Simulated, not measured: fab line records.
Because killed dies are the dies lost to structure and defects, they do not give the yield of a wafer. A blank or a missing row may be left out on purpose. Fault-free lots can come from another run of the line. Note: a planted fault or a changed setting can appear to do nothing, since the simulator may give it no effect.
What tool caused it? -- flow gf180mcu -- 39 wafers from 13 lots sampled at 3 of the route's 602 steps

WHAT THE GAUGES SHOWED, per wafer
GF_VT_IMPLANT_OVL_MEAS_29. Usual: VT_IMPLANT_02_OVL gives -0.2 nm (standard deviation 1.3).
lot,measured,on,VT_IMPLANT_02_OVL (nm),flag
L336,day 6 19:42,overlay-02,-1.6 -0.4 -0.9,
L337,day 7 04:22,overlay-02,0.7 0.2 0.3,
L343,day 8 18:52,overlay-02,-0.8 -1.8 -1.3,
L345,day 9 07:21,overlay-02,-1.6 -2.1 -0.7,
L347,day 9 17:56,overlay-01,-1.1 -0.9 -0.8,
L348,day 10 05:36,overlay-02,-0.9 -1.2 -1.7,
L349,day 10 12:57,overlay-01,1.0 -0.2 -0.4,
L354,day 11 22:09,overlay-01,0.7 0.3 0.8,
L355,day 12 03:24,overlay-01,-0.1 -0.2 -0.3,
L356,day 12 08:51,overlay-02,-0.9 -0.3 -0.1,
L357,day 12 12:42,overlay-02,1.7 2.9 1.6,
L358,day 13 00:24,overlay-02,0.6 -1.2 1.1,
L359,day 13 05:24,overlay-01,0.5 0.0 1.4,

GF_POLY_GATE_CD_MEAS_18. Usual: 280.7 nm for cd-nm, sd 1.6.
lot,measured,on,cd-nm (nm),flag
L336,day 9 03:22,cd-sem-01,281.6 279.4 281.7,
L337,day 9 14:27,cd-sem-01,283.0 281.2 283.3,
L343,day 11 09:03,cd-sem-02,280.9 280.7 281.0,
L345,day 11 20:46,cd-sem-01,282.0 281.3 283.7,
L347,day 12 09:05,cd-sem-02,281.0 283.4 283.5,
L348,day 13 01:02,cd-sem-01,277.2 279.3 277.1,
L349,day 13 08:51,cd-sem-01,278.3 278.2 280.4,
L354,day 14 18:00,cd-sem-01,280.6 280.0 278.6,
L355,day 15 00:37,cd-sem-02,281.4 281.3 280.6,
L356,day 15 06:34,cd-sem-02,282.5 281.7 282.0,
L357,day 15 14:51,cd-sem-02,278.3 282.5 280.5,
L358,day 15 23:23,cd-sem-01,281.5 280.5 281.1,
L359,day 16 05:37,cd-sem-01,279.1 278.9 280.7,

WHAT TOOL EACH LOT RAN ON (gives the tool, then ch and the chambers of the sampled wafers, and finally the start)
lot,GF_MVPSD_STRIP_10
L336,"plasma-asher-01 ch 0,1, day 5 00:10"
L337,"plasma-asher-04 ch 0,1, day 5 07:29"
L343,"plasma-asher-02 ch 0,1, day 6 19:05"
L345,"plasma-asher-01 ch 0,1, day 7 05:34"
L347,"plasma-asher-02 ch 0,1, day 7 15:38"
L348,"plasma-asher-01 ch 0,1, day 8 01:50"
L349,"plasma-asher-01 ch 0,1, day 8 09:19"
L354,"plasma-asher-04 ch 0,1, day 9 14:50"
L355,"plasma-asher-04 ch 0,1, day 9 20:11"
L356,"plasma-asher-02 ch 0,1, day 10 00:44"
L357,"plasma-asher-04 ch 0,1, day 10 05:20"
L358,"plasma-asher-02 ch 0,1, day 10 15:44"
L359,"plasma-asher-04 ch 0,1, day 10 19:32"
- GF_MVPSD_STRIP_10: strips in O2/N2.

WHAT THE TOOLS THEMSELVES READ (means of the sampled wafers that have a number; where no wafer has one, the mark that the record gives instead)
GF_MVPSD_STRIP_10. Usual: drypump-motor-current-A 5.5 A, standard deviation 0.54; heater-power-w 321 W, standard deviation 15; n2-flow-sccm 300.0 sccm, standard deviation 0.76; oes-product-au 0.722 a.u., standard deviation 0.0047; strip-time-to-endpoint-s 36.95 s, standard deviation 0.089.
lot,tool,drypump-motor-current-A (A),heater-power-w (W),n2-flow-sccm (sccm),oes-product-au (a.u.),strip-time-to-endpoint-s (s),flag
L336,plasma-asher-01,5.3,321,301.0,0.721,36.99,
L337,plasma-asher-04,5.2,323,299.8,0.721,36.89,
L343,plasma-asher-02,6.2,311,299.1,0.722,36.93,
L345,plasma-asher-01,5.0,327,299.9,0.722,36.97,
L347,plasma-asher-02,6.1,317,299.6,0.722,36.89,
L348,plasma-asher-01,5.3,318,299.5,0.717,36.94,
L349,plasma-asher-01,5.0,326,299.4,0.724,36.96,
L354,plasma-asher-04,5.2,325,299.4,0.720,36.94,
L355,plasma-asher-04,5.2,319,299.9,0.726,36.96,
L356,plasma-asher-02,6.2,308,300.6,0.730,36.99,
L357,plasma-asher-04,5.1,331,300.1,0.725,36.89,
L358,plasma-asher-02,6.1,315,300.7,0.719,36.88,
L359,plasma-asher-04,5.2,322,299.7,0.724,36.87,

THE ANSWER, worked out from the rows above alone
Rule: a lot counts as off when the mean over its wafers that have a number is more than 3 standard deviations away from the usual mean. A lot without any number at a reading at which 4 lots or more have one is off too. Where the step has rows for the other lots, those lots are counted as sound. Order of review: gauges by route order, followed by the tools' own readings, for which a lot's mean as printed above is used. The first step at which some lot is off is used, and at that step the reading that is off furthest; a lot without a number counts as furthest.
No lot is off at any reading shown: from this, nothing can be told.

WHAT THE SIMULATOR HAD PUT IN
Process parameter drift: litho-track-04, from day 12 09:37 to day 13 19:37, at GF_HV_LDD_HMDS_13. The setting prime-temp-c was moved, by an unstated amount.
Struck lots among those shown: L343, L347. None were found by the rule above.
